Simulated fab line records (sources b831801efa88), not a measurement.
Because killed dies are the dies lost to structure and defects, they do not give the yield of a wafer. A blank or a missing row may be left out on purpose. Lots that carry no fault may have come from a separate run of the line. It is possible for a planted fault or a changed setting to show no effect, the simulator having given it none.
Check of tool commonality | flow sky130 | 39 wafers sampled across 13 lots

== REASON IT WAS OPENED ==
At SKY_LDD_LDN_TW_MEAS_13 the reading LDD_LDN_TW is flagged on 1 of 13 lots. Fault-free wafers read 1474, with a standard deviation of 11.
Rule: a lot gets a flag if all its wafers with a number sit over 4 standard deviations from that mean, or if no wafer of it has a number. As for the other lots, they are considered sound.

lot  | measured     | on           | LDD_LDN_TW, wafer by wafer | flag
L223 | day 23 07:05 | filmMetro-03 | 1482 1490 1488             | 
L224 | day 23 07:43 | filmMetro-03 | 1489 1481 1482             | 
L225 | day 23 19:32 | filmMetro-03 | 1486 1493 1481             | 
L230 | day 25 10:42 | filmMetro-02 | 1457 1458 1461             | 
L231 | day 25 22:50 | filmMetro-01 | 1464 1472 1464             | 
L232 | day 26 01:54 | filmMetro-01 | 30 30 30                   | FLAGGED
L233 | day 26 04:36 | filmMetro-01 | 1477 1475 1467             | 
L242 | day 29 12:42 | filmMetro-03 | 1467 1475 1476             | 
L241 | day 29 13:48 | filmMetro-02 | 1461 1458 1456             | 
L243 | day 29 14:27 | filmMetro-03 | 1472 1478 1470             | 
L244 | day 30 23:21 | filmMetro-03 | 1479 1479 1480             | 
L246 | day 30 23:43 | filmMetro-01 | 1479 1481 1477             | 
L245 | day 31 10:31 | filmMetro-01 | 1473 1473 1472             | 
The numbers of the flagged lots are 30 on average: -1444 against the usual, or -99 or more standard deviations.

== WHICH TOOL RAN EACH LOT ==
Before the reading, the record contains 2 process steps out of a 708-step route. In each cell: the tool, then ch and the chambers that the sampled wafers went through, then the start.
lot  | flag    | SKY_FIELD_ISO_STRIP_16             | SKY_LDD_LDN_EXPOSE_04
L223 |         | plasmaAsher-04 ch 0,1, day 2 05:59 | ilineStepper-01 ch 0, day 22 15:08
L224 |         | plasmaAsher-02 ch 0,1, day 2 09:24 | ilineStepper-01 ch 0, day 22 15:37
L225 |         | plasmaAsher-01 ch 0,1, day 2 16:04 | ilineStepper-01 ch 0, day 23 04:16
L230 |         | plasmaAsher-01 ch 0,1, day 3 18:29 | ilineStepper-01 ch 0, day 24 19:33
L231 |         | plasmaAsher-02 ch 0,1, day 4 01:28 | ilineStepper-02 ch 0, day 25 07:23
L232 | FLAGGED | plasmaAsher-02 ch 0,1, day 4 03:28 | ilineStepper-02 ch 0, day 25 10:35
L233 |         | plasmaAsher-02 ch 0,1, day 4 08:11 | ilineStepper-01 ch 0, day 25 13:34
L242 |         | plasmaAsher-01 ch 0,1, day 6 08:10 | ilineStepper-02 ch 0, day 28 21:51
L241 |         | plasmaAsher-02 ch 0,1, day 6 08:10 | ilineStepper-01 ch 0, day 28 22:27
L243 |         | plasmaAsher-01 ch 0,1, day 6 11:22 | ilineStepper-02 ch 0, day 29 00:49
L244 |         | plasmaAsher-04 ch 1, day 7 09:14   | ilineStepper-01 ch 0, day 30 10:08
L246 |         | plasmaAsher-04 ch 0, day 7 10:16   | ilineStepper-02 ch 0, day 30 10:43
L245 |         | plasmaAsher-02 ch 0,1, day 7 10:50 | ilineStepper-02 ch 0, day 30 19:52
These steps, and what they do:
- SKY_FIELD_ISO_STRIP_16: strips in O2/N2.
- SKY_LDD_LDN_EXPOSE_04: exposes mask LDNTM, target cd 700 nm.
- SKY_LDD_LDN_TW_MEAS_13

== FLAGGED OVER TOTAL, TOOL BY TOOL (the gauges that took the reading come last) ==
step                   | tool            | lots run | flagged | share of the flagged lots | sound lots run after its first flagged lot
SKY_FIELD_ISO_STRIP_16 | plasmaAsher-01  | 4        | 0       | none                      | -
SKY_FIELD_ISO_STRIP_16 | plasmaAsher-02  | 6        | 1       | all                       | 3 (L233,L241,L245)
SKY_FIELD_ISO_STRIP_16 | plasmaAsher-04  | 3        | 0       | none                      | -
SKY_LDD_LDN_EXPOSE_04  | ilineStepper-01 | 7        | 0       | none                      | -
SKY_LDD_LDN_EXPOSE_04  | ilineStepper-02 | 6        | 1       | all                       | 4 (L242,L243,L246,L245)
SKY_LDD_LDN_TW_MEAS_13 | filmMetro-01    | 5        | 1       | all                       | 3 (L233,L246,L245)
SKY_LDD_LDN_TW_MEAS_13 | filmMetro-02    | 2        | 0       | none                      | -
SKY_LDD_LDN_TW_MEAS_13 | filmMetro-03    | 6        | 0       | none                      | -

== WHAT THE TABLE PERMITS ==
Rows of the table that ran every flagged lot, 3 in all: plasmaAsher-02 at SKY_FIELD_ISO_STRIP_16, ilineStepper-02 at SKY_LDD_LDN_EXPOSE_04, filmMetro-01 at SKY_LDD_LDN_TW_MEAS_13.
- plasmaAsher-02 at SKY_FIELD_ISO_STRIP_16 ran 6 lots, 1 of them flagged. After the first flagged lot (L233, L241, L245), sound lots still ran on it; a lasting fault on the whole tool would not permit that.
- ilineStepper-02 at SKY_LDD_LDN_EXPOSE_04 ran 6 lots, 1 of them flagged. After the first flagged lot (L242, L243, L246, L245), sound lots still ran on it; a lasting fault on the whole tool would not permit that.
- filmMetro-01 at SKY_LDD_LDN_TW_MEAS_13 ran 5 lots, 1 of them flagged. After the first flagged lot (L233, L246, L245), sound lots still ran on it; a lasting fault on the whole tool would not permit that.
No row of the table ran every flagged lot and no sound lot after the first.

== WHAT THE SIMULATOR HAD INSERTED ==
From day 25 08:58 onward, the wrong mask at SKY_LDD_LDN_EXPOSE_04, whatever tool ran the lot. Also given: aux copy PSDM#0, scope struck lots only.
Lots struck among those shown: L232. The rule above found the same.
